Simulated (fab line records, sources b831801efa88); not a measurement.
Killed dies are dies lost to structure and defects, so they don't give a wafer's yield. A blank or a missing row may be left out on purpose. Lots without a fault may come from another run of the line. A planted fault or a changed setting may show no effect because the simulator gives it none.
Which tool did it? | flow gf180mcu | 6 lots, 18 wafers sampled, at 5 steps of a route of 602

WHAT THE GAUGES READ, wafer by wafer
GF_MIM_THK_MEAS_06.
lot  | measured     | on            | MIM_CVD_05_THK (nm)
L563 | day 25 00:39 | film_metro-02 | 41.6 42.8 42.1
L565 | day 25 17:26 | film_metro-03 | 41.9 42.1 41.8
L569 | day 27 07:25 | film_metro-01 | 45.6 42.4 46.3
L580 | day 29 23:14 | film_metro-01 | 41.3 41.9 42.3
L583 | day 30 20:02 | film_metro-02 | 41.5 41.5 42.5
L585 | day 31 09:32 | film_metro-01 | 42.1 42.7 42.8

WHICH TOOL RAN EACH LOT (tool, then ch and the chambers of the sampled wafers, then the start)
lot  | GF_V4_SPUTTER_21             | GF_MIM_SPUTTER_02            | GF_MIM_SPUTTER_03            | GF_MIM_CVD_05
L563 | pvd_sputter-04, day 24 23:42 | pvd_sputter-03, day 25 00:31 | pvd_sputter-03, day 25 00:33 | pecvd-03 ch 0,1, day 25 00:37
L565 | pvd_sputter-03, day 25 16:22 | pvd_sputter-02, day 25 17:18 | pvd_sputter-02, day 25 17:20 | pecvd-02 ch 1,2, day 25 17:23
L569 | pvd_sputter-03, day 27 06:27 | pvd_sputter-01, day 27 07:17 | pvd_sputter-01, day 27 07:19 | pecvd-03 ch 0,1, day 27 07:23
L580 | pvd_sputter-02, day 29 22:17 | pvd_sputter-03, day 29 23:07 | pvd_sputter-03, day 29 23:08 | pecvd-02 ch 1,2, day 29 23:12
L583 | pvd_sputter-03, day 30 18:55 | pvd_sputter-03, day 30 19:55 | pvd_sputter-03, day 30 19:56 | pecvd-01 ch 0,1,2, day 30 20:00
L585 | pvd_sputter-02, day 31 08:34 | pvd_sputter-01, day 31 09:23 | pvd_sputter-01, day 31 09:25 | pecvd-02 ch 0,2, day 31 09:29
- GF_V4_SPUTTER_21: material Ti, target thk 15 nm, time 80.02 s.
- GF_MIM_SPUTTER_02: material AlCu, target thk 450 nm, time 23.9 s.
- GF_MIM_SPUTTER_03: material Ti, target thk 10 nm, time 6.7 s.
- GF_MIM_CVD_05: deposits Si3N4, target thk 42 nm, time 29.086 s.

THE ANSWER, worked out from the rows above alone
Rule: what is usual is taken from the lots themselves. Put in order of their means at a reading, lots are off if they are a third of the lots or fewer, leave a main group of 4 or more, and stand apart from it by a gap of 3 or more times the standard deviation of the main group's means; of several such gaps the widest counts. A main group whose means are all the same, to the digits that the tables above print for the reading, isn't used. A lot without any number at a reading at which 4 lots or more have one is off too. The other lots that the step has rows for count as sound.
Off: L569, at GF_MIM_THK_MEAS_06 (MIM_CVD_05_THK). The main group: mean 42.1 nm, standard deviation 0.27.
A tool fits if, at a process step before that reading, it ran every lot that is off, and no sound lot after the first of them. The gauges at GF_MIM_THK_MEAS_06 are tried like those tools. One fits: pecvd-03 at GF_MIM_CVD_05. Its last sound lot is L563 (day 25 00:37), its first lot that is off L569 (day 27 07:23): a fault that began between those two fits.

WHAT THE SIMULATOR HAD PUT IN
Process parameter drift: pecvd-03, from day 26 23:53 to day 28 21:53, at GF_MIM_CVD_05. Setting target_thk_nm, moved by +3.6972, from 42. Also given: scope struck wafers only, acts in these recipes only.
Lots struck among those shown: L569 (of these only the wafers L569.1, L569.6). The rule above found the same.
